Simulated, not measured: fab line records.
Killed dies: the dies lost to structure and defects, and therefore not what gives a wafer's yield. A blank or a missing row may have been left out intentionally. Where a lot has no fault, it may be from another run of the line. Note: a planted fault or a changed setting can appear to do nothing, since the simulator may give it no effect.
A struck lot beside a sound one | flow gf180mcu | 14 steps out of a route of 602
Sound: the wafers L134.1, L134.5, L134.6. Struck: wafers L139.1, L139.2, L139.4. At the end, the cause is stated.
Order at every step that has rows: each side's tool, ch and its chambers, its first start. Under that, the readings that differ: sound wafers | struck wafers | difference of the means | sigmas: that difference in standard deviations of wafers without a fault.
alike: readings whose means differ by less than 2 such deviations, and words and numbers that are the same on both sides. not compared: withheld readings, readings that some wafer has no value for, bounds like >300 that may hide the same value, and numbers for which the record gives no deviation and whose values overlap.
A row with sigmas, a row that says differs or no value, or rows on one side alone: a step with any of these is where the two part. Non-overlapping numbers with no deviation appear without sigmas and do not part them. A reading missing from all wafers of one side parts the sides only when that side holds two or more wafers.

GF_M3_SPUTTER_00: material Ti, target thk 37.5 nm, time 150 s.
  sound on pvd-sputter-03 at day 21 00:33; struck on pvd-sputter-03 at day 22 16:47
  alike: cathode-dc-power-W, throttle-valve-pct
GF_M3_SPUTTER_01: material TiN, target thk 30 nm, time 25 s.
  sound on pvd-sputter-03 at day 21 00:39; struck on pvd-sputter-03 at day 22 16:53
  alike: cathode-dc-power-W, throttle-valve-pct
GF_M3_SPUTTER_02: material AlCu, target thk 450 nm, time 23.9 s.
  sound on pvd-sputter-03 at day 21 00:41; struck on pvd-sputter-03 at day 22 16:55
  alike: cathode-dc-power-W, throttle-valve-pct
GF_M3_SPUTTER_03: material Ti, target thk 10 nm, time 6.7 s.
  sound on pvd-sputter-03 at day 21 00:43; struck on pvd-sputter-03 at day 22 16:57
  alike: cathode-dc-power-W, throttle-valve-pct
GF_M3_SPUTTER_04: material TiN, target thk 50 nm, time 41.7 s.
  sound on pvd-sputter-03 at day 21 00:44; struck on pvd-sputter-03 at day 22 16:58
  alike: cathode-dc-power-W, throttle-valve-pct
GF_M3_RS_MEAS_05: measurement is done with a four-point probe.
  sound on film-metro-01 at day 21 00:46; struck on film-metro-03 at day 22 17:01
  alike: M3_ALCU_RS
GF_M3_THK_MEAS_06: measures by xrf.
  sound on film-metro-01 at day 21 00:53; struck on film-metro-03 at day 22 17:08
  alike: M3_ALCU_THK
then, 5 steps without rows for these wafers: GF_M3_DEHYDRATE_07 (time 60 s); GF_M3_HMDS_08 (prime time 60 s); GF_M3_COAT_09 (resist thk 1000 nm); GF_M3_SOFTBAKE_10 (time 57.93 s); GF_M3_EXPOSE_11 (exposes mask Metal3, target cd 280 nm).
GF_M3_PEB_12: peb time 90 s.
  struck on litho-track-02, day 23 16:07; sound on litho-track-03 ch 0, day 22 00:37
  no value came back on the struck wafers for chill-plate-temp-C (C), exhaust-pa (Pa); on the sound wafers chill-plate-temp-C (C) reads 23.06 23.01 22.99
then, 1 step without rows for these wafers: GF_M3_DEVELOP_13 (develop time 60 s).

WHERE THEY PART
At GF_M3_PEB_12 and nowhere else, as far as this record goes.

WHY: what had been put in by the simulator
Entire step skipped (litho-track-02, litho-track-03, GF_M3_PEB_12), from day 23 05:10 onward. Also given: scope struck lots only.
